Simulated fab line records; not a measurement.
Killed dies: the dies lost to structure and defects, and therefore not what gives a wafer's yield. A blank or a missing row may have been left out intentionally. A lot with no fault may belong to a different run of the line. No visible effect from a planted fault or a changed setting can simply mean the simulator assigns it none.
Commonality check across tools    flow gf180mcu    Sample size 13 lots and 39 wafers

## WHY THIS WAS OPENED
GF_MVSD_TW_MEAS_11, reading MVSD_TW: flagged on 1 of 13 lots. Fault-free wafers read 1579, with a standard deviation of 12.
Rule: a lot gets a flag if all its wafers with a number sit over 4 standard deviations from that mean, or if no wafer of it has a number. All remaining lots are regarded as sound.

lot   measured     on            MVSD_TW, wafer by wafer  flag
L203  day 4 17:26  filmMetro-04  1577 1580 1579           
L204  day 5 01:54  filmMetro-02  1575 1584 1578           
L205  day 5 09:06  filmMetro-02  1576 1584 1579           
L206  day 5 12:17  filmMetro-04  1588 1579 1586           
L208  day 6 01:52  filmMetro-02  1566 1574 1570           
L209  day 6 04:46  filmMetro-04  1580 1570 1586           
L211  day 6 15:12  filmMetro-01  1581 1580 1582           
L212  day 6 21:40  filmMetro-02  1570 1574 1572           
L215  day 7 17:16  filmMetro-04  1603 1600 1598           
L216  day 7 23:12  filmMetro-01  1561 1559 1560           
L218  day 8 10:35  filmMetro-01  1564 1565 1566           
L219  day 8 14:07  filmMetro-01  1559 1557 1562           
L222  day 9 10:10  filmMetro-02  1514 1524 1524           FLAGGED
The numbers of the flagged lots are 1521 on average: -58 against the usual, or -5 standard deviations.

## TOOL THAT RAN EACH LOT
2 process steps preceding the reading are held in the record, out of 602 steps in the route. Each cell gives the tool, then ch followed by the chambers the sampled wafers passed through, then the start.
lot   flag     GF_LVPWELL_STRIP_10                 GF_MVSD_STRIP_10
L203           plasmaAsher-02 ch 0,1, day 4 03:37  plasmaAsher-01 ch 0,1, day 4 17:19
L204           plasmaAsher-02 ch 0,1, day 4 12:28  plasmaAsher-01 ch 0,1, day 5 01:48
L205           plasmaAsher-02 ch 0,1, day 4 18:51  plasmaAsher-03 ch 0,1, day 5 09:00
L206           plasmaAsher-02 ch 0,1, day 4 21:41  plasmaAsher-01 ch 0,1, day 5 12:10
L208           plasmaAsher-01 ch 0,1, day 5 11:11  plasmaAsher-01 ch 0,1, day 6 01:46
L209           plasmaAsher-01 ch 0,1, day 5 13:34  plasmaAsher-01 ch 0,1, day 6 04:40
L211           plasmaAsher-04 ch 0,1, day 5 23:36  plasmaAsher-01 ch 0,1, day 6 15:06
L212           plasmaAsher-04 ch 0, day 6 05:55    plasmaAsher-03 ch 0,1, day 6 21:34
L215           plasmaAsher-01 ch 0,1, day 7 00:44  plasmaAsher-03 ch 0,1, day 7 17:11
L216           plasmaAsher-04 ch 0,1, day 7 07:02  plasmaAsher-02 ch 0,1, day 7 23:06
L218           plasmaAsher-04 ch 0,1, day 7 17:19  plasmaAsher-02 ch 0,1, day 8 10:30
L219           plasmaAsher-04 ch 1, day 7 21:28    plasmaAsher-02 ch 0,1, day 8 14:00
L222  FLAGGED  plasmaAsher-04 ch 0,1, day 8 16:25  plasmaAsher-01 ch 0,1, day 9 10:04
These steps, and what they do:
- GF_LVPWELL_STRIP_10: strips in O2/N2.
- GF_MVSD_STRIP_10: strips in O2/N2.
- GF_MVSD_TW_MEAS_11

## FLAGGED AGAINST TOTAL, ONE TOOL AT A TIME (gauges that did the reading follow at the end)
step                 tool            lots run  flagged  share of the flagged lots  sound lots run after its first flagged lot
GF_LVPWELL_STRIP_10  plasmaAsher-01  3         0        none                       -
GF_LVPWELL_STRIP_10  plasmaAsher-02  4         0        none                       -
GF_LVPWELL_STRIP_10  plasmaAsher-04  6         1        all                        0
GF_MVSD_STRIP_10     plasmaAsher-01  7         1        all                        0
GF_MVSD_STRIP_10     plasmaAsher-02  3         0        none                       -
GF_MVSD_STRIP_10     plasmaAsher-03  3         0        none                       -
GF_MVSD_TW_MEAS_11   filmMetro-01    4         0        none                       -
GF_MVSD_TW_MEAS_11   filmMetro-02    5         1        all                        0
GF_MVSD_TW_MEAS_11   filmMetro-04    4         0        none                       -

## THE TABLE: WHAT IT ALLOWS
All flagged lots were run by 3 table rows, namely plasmaAsher-04 at GF_LVPWELL_STRIP_10, plasmaAsher-01 at GF_MVSD_STRIP_10, filmMetro-02 at GF_MVSD_TW_MEAS_11.
- plasmaAsher-04 at GF_LVPWELL_STRIP_10: 1 of its 6 lots flagged. A fault beginning between L219 (day 7 21:28), its last sound lot, and L222 (day 8 16:25), its first flagged one, fits the data. Its own readings (oesProductAu) fall more than 4 standard deviations out on all wafers of the flagged lots.
- plasmaAsher-01 at GF_MVSD_STRIP_10: 1 of its 7 lots flagged. A fault beginning between L211 (day 6 15:06), its last sound lot, and L222 (day 9 10:04), its first flagged one, fits the data. Its own readings (stripTimeToEndpointS) fall more than 4 standard deviations out on all wafers of the flagged lots.
- filmMetro-02 at GF_MVSD_TW_MEAS_11: 1 of its 5 lots flagged. A fault beginning between L212 (day 6 21:40), its last sound lot, and L222 (day 9 10:10), its first flagged one, fits the data.
Counting lots can't tell these 3 tools apart, because each fits a fault that began at some hour. More lots, or a look at what each step does to the wafer, might.

## WHAT THE SIMULATOR HAD PUT IN
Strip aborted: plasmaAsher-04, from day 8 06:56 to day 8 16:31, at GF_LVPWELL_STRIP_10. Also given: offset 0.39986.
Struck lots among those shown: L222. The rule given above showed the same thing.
